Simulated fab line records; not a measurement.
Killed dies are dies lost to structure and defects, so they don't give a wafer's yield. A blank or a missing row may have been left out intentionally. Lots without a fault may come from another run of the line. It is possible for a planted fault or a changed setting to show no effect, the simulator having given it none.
Shared-tool check	flow gf180mcu	13 lots, 39 wafers sampled

## THE REASON FOR OPENING IT
2 of 13 lots carry a flag on the reading VT_IMPLANT_2_TW at GF_VT_IMPLANT_TW_MEAS_21. Fault-free wafers read 1216, with a standard deviation of 11.
Rule: a lot is flagged when every wafer of it that has a number lies more than 4 standard deviations from that mean, or none has a number. The other lots count as sound.

lot	measured	on	VT_IMPLANT_2_TW, wafer by wafer	flag
L597	day 6 10:53	film_metro-03	1214 1215 1212	
L598	day 6 12:37	film_metro-01	1227 1225 1230	
L600	day 7 00:26	film_metro-01	1228 1228 1227	
L601	day 7 13:12	film_metro-01	1231 1228 1235	
L602	day 7 13:41	film_metro-02	1198 1198 1199	
L606	day 8 21:24	film_metro-02	1207 1204 1210	
L607	day 9 00:46	film_metro-01	1086 1091 1095	FLAGGED
L609	day 9 09:45	film_metro-03	1084 1089 1086	FLAGGED
L611	day 10 04:06	film_metro-02	1205 1205 1208	
L613	day 10 14:10	film_metro-03	1221 1217 1215	
L616	day 11 09:28	film_metro-02	1204 1197 1201	
L618	day 11 21:40	film_metro-03	1209 1215 1215	
L619	day 12 05:52	film_metro-01	1218 1229 1221	
On average the flagged lots' numbers are 1088, which is -128 against the usual, or -12 standard deviations.

## TOOL THAT RAN EACH LOT
Before the reading, the record contains 2 process steps out of a 602-step route. In each cell: the tool, then ch and the chambers that the sampled wafers went through, then the start.
lot	flag	GF_LVPWELL_STRIP_10	GF_VT_IMPLANT_IMPLANT_19
L597		plasma_asher-02 ch 0,1, day 3 23:54	implanter-04 ch 0, day 6 10:38
L598		plasma_asher-01 ch 0,1, day 4 02:35	implanter-02 ch 0, day 6 12:23
L600		plasma_asher-02 ch 0,1, day 4 13:05	implanter-04 ch 0, day 7 00:11
L601		plasma_asher-03 ch 0,1, day 4 20:39	implanter-02 ch 0, day 7 12:57
L602		plasma_asher-02 ch 0,1, day 5 00:59	implanter-03 ch 0, day 7 13:29
L606		plasma_asher-03 ch 0,1, day 6 04:24	implanter-02 ch 0, day 8 21:09
L607	FLAGGED	plasma_asher-02 ch 0,1, day 6 08:35	implanter-02 ch 0, day 9 00:32
L609	FLAGGED	plasma_asher-02 ch 0,1, day 6 15:50	implanter-02 ch 0, day 9 09:30
L611		plasma_asher-03 ch 0,1, day 7 06:18	implanter-04 ch 0, day 10 03:51
L613		plasma_asher-02 ch 0,1, day 7 16:44	implanter-03 ch 0, day 10 13:56
L616		plasma_asher-03 ch 0,1, day 8 10:08	implanter-04 ch 0, day 11 09:16
L618		plasma_asher-01 ch 0,1, day 8 21:09	implanter-04 ch 0, day 11 21:26
L619		plasma_asher-03 ch 0,1, day 9 04:23	implanter-04 ch 0, day 12 05:38
What these steps do:
- GF_LVPWELL_STRIP_10: strips in O2/N2.
- GF_VT_IMPLANT_IMPLANT_19
- GF_VT_IMPLANT_TW_MEAS_21

## FLAGGED AGAINST TOTAL, ONE TOOL AT A TIME (gauges that did the reading follow at the end)
step	tool	lots run	flagged	share of the flagged lots	sound lots run after its first flagged lot
GF_LVPWELL_STRIP_10	plasma_asher-01	2	0	none	-
GF_LVPWELL_STRIP_10	plasma_asher-02	6	2	all	1 (L613)
GF_LVPWELL_STRIP_10	plasma_asher-03	5	0	none	-
GF_VT_IMPLANT_IMPLANT_19	implanter-02	5	2	all	0
GF_VT_IMPLANT_IMPLANT_19	implanter-03	2	0	none	-
GF_VT_IMPLANT_IMPLANT_19	implanter-04	6	0	none	-
GF_VT_IMPLANT_TW_MEAS_21	film_metro-01	5	1	some	1 (L619)
GF_VT_IMPLANT_TW_MEAS_21	film_metro-02	4	0	none	-
GF_VT_IMPLANT_TW_MEAS_21	film_metro-03	4	1	some	2 (L613,L618)

## WHAT THE TABLE PERMITS
plasma_asher-02 at GF_LVPWELL_STRIP_10 and implanter-02 at GF_VT_IMPLANT_IMPLANT_19 are the 2 rows of the table that ran each flagged lot.
- plasma_asher-02 at GF_LVPWELL_STRIP_10 ran 6 lots, 2 of them flagged. Sound lots followed the first flagged one (L613) on it, something a lasting fault affecting the whole tool could not allow.
- implanter-02 at GF_VT_IMPLANT_IMPLANT_19 ran 5 lots, 2 of them flagged. Last sound lot L606 at day 8 21:09, first flagged lot L607 at day 9 00:32; a fault beginning in between fits. Its own readings lie more than 4 standard deviations out on every wafer of the flagged lots: tilt_deg.
One tool is left: implanter-02 at GF_VT_IMPLANT_IMPLANT_19.

## WHAT WAS PUT IN BY THE SIMULATOR
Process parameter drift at GF_VT_IMPLANT_IMPLANT_19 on implanter-02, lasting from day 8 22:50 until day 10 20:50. A move of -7 in setting tilt_deg, from 7. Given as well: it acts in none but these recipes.
Lots struck among those shown: L607, L609. The rule given above showed the same thing.
